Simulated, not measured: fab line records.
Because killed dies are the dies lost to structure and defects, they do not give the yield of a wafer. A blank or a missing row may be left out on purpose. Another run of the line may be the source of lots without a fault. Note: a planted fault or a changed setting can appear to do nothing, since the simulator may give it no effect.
Struck lot and sound lot, side by side :: flow sfq_line :: 15 out of 325 route steps
Sound: wafers L862.4, L862.5, L862.6. Wafers L872.3, L872.4, L872.6 were the ones struck. Last of all comes the cause.
Each step with rows lists, per side, the tool, then ch with its chambers, then its first start. Under that, the readings that differ: sound wafers :: struck wafers :: difference of the means :: sigmas: that difference in standard deviations of wafers without a fault.
alike: a reading whose means differ by less than 2 such deviations, as well as words and numbers matching on both sides. not compared: withheld readings; readings where some wafer has no value; bounds like >300 that might hide an equal value; numbers whose values overlap and for which the record gives no deviation.
The two part at a step that has a row with sigmas, a row that says differs or no value, or rows on one side only. When numbers do not overlap yet have no deviation, they are printed without sigmas and do not part them. A reading missing from all wafers of one side parts the sides only when that side holds two or more wafers.

SFQ_TRILAYER_R5_DEP_SPUTTER_132: material Ti, target thk 5 nm, time 5 s.
  sound on pvd_sputter-03, day 57 03:19; struck on pvd_sputter-03, day 58 11:50
  alike: throttle_valve_pct
SFQ_TRILAYER_R5_DEP_SPUTTER_133: material MoNx, target thk 40 nm, time 66.7 s.
  sound on pvd_sputter-03, day 57 03:20; struck on pvd_sputter-03, day 58 11:51
  alike: throttle_valve_pct
SFQ_TRILAYER_R5_DEP_SPUTTER_134: material Ti, target thk 5 nm, time 5 s.
  sound on pvd_sputter-03, day 57 03:23; struck on pvd_sputter-03, day 58 11:55
  alike: throttle_valve_pct
SFQ_R5_RS_MEAS_933: measures by four-point-probe.
  sound on film_metro-02, day 57 03:28; struck on film_metro-02, day 58 11:58
reading: R5_MONX_RS (ohm/sq)
sound: 6.95 6.91 6.88
struck: 7.02 7.10 7.09
difference: +0.16
sigmas: +2
SFQ_R5_THK_MEAS_934: measures by xrf.
  sound on film_metro-02, day 57 03:33; struck on film_metro-02, day 58 12:04
  alike: R5_MONX_THK
then, 6 steps without rows for these wafers: SFQ_TRILAYER_R5_LITHO_COAT_141 (resist thk 62 nm); SFQ_TRILAYER_R5_LITHO_COAT_136 (resist thk 600 nm); SFQ_TRILAYER_R5_LITHO_SOFTBAKE_140; SFQ_TRILAYER_R5_LITHO_EXPOSE_137 (exposes mask R5, target cd 500 nm); SFQ_TRILAYER_R5_LITHO_PEB_139 (peb time 60 s); SFQ_TRILAYER_R5_LITHO_DEVELOP_138 (time 60 s).
-- the record jumps here: 5 days lie between the struck wafers' starts before and after --
SFQ_R5_OVL_MEAS_935:
  sound on overlay-02, day 61 23:22; struck on overlay-01, day 63 09:05
  alike: R5_OVL
SFQ_TRILAYER_R5_BARC_OPEN_METAL_ETCH_177: etches BARC in O2, target depth 125 nm, time 41.7 s.
  sound on rie_metal-04 ch 0,1, day 61 23:23; struck on rie_metal-02 ch 0,1, day 63 09:07
reading: oes_product_au (a.u.)
sound: 0.683 0.688 0.682
struck: 0.657 0.655 0.655
difference: -0.029
sigmas: -6

reading: run_length_s (s)
sound: 69.83 69.73 69.88
struck: 75.02 74.45 74.80
difference: +4.94
sigmas: +17

reading: model.KrF_of_TRILAYER_R5_LITHO_COAT_136.thk_nm (nm)
sound: 524.1 524.2 524.7
struck: 517.7 519.2 516.5
difference: -6.5
sigmas: 
  alike: drypump_motor_current_A, rf_fwd_power_W
  not compared: rf_hours_counter_h
SFQ_TRILAYER_R5_ETCH_METAL_ETCH_139: etches the open film in Cl2, stops on SiO2, target depth 60 nm, time 40 s.
  sound on rie_metal-04 ch 0,1, day 61 23:27; struck on rie_metal-02 ch 0,1, day 63 09:11
reading: model.KrF_of_TRILAYER_R5_LITHO_COAT_136.thk_nm (nm)
sound: 499.5 499.7 500.3
struck: 493.3 495.1 492.3
difference: -6.3
sigmas: 
  alike: drypump_motor_current_A, oes_product_au, rf_fwd_power_W, run_length_s
  not compared: rf_hours_counter_h
SFQ_TRILAYER_R5_STRIP_STRIP_140: strips in O2.
  sound on rie_metal-04 ch 0,1, day 61 23:41; struck on rie_metal-02 ch 0,1, day 63 09:25
  alike: drypump_motor_current_A, oes_product_au
  not compared: rf_hours_counter_h

## WHERE THEY PART
At SFQ_R5_RS_MEAS_933 first; at SFQ_TRILAYER_R5_BARC_OPEN_METAL_ETCH_177 last (within this record only). Later steps at which nothing parts them and some readings are alike: SFQ_TRILAYER_R5_ETCH_METAL_ETCH_139, SFQ_TRILAYER_R5_STRIP_STRIP_140.

WHY: what the simulator had put in
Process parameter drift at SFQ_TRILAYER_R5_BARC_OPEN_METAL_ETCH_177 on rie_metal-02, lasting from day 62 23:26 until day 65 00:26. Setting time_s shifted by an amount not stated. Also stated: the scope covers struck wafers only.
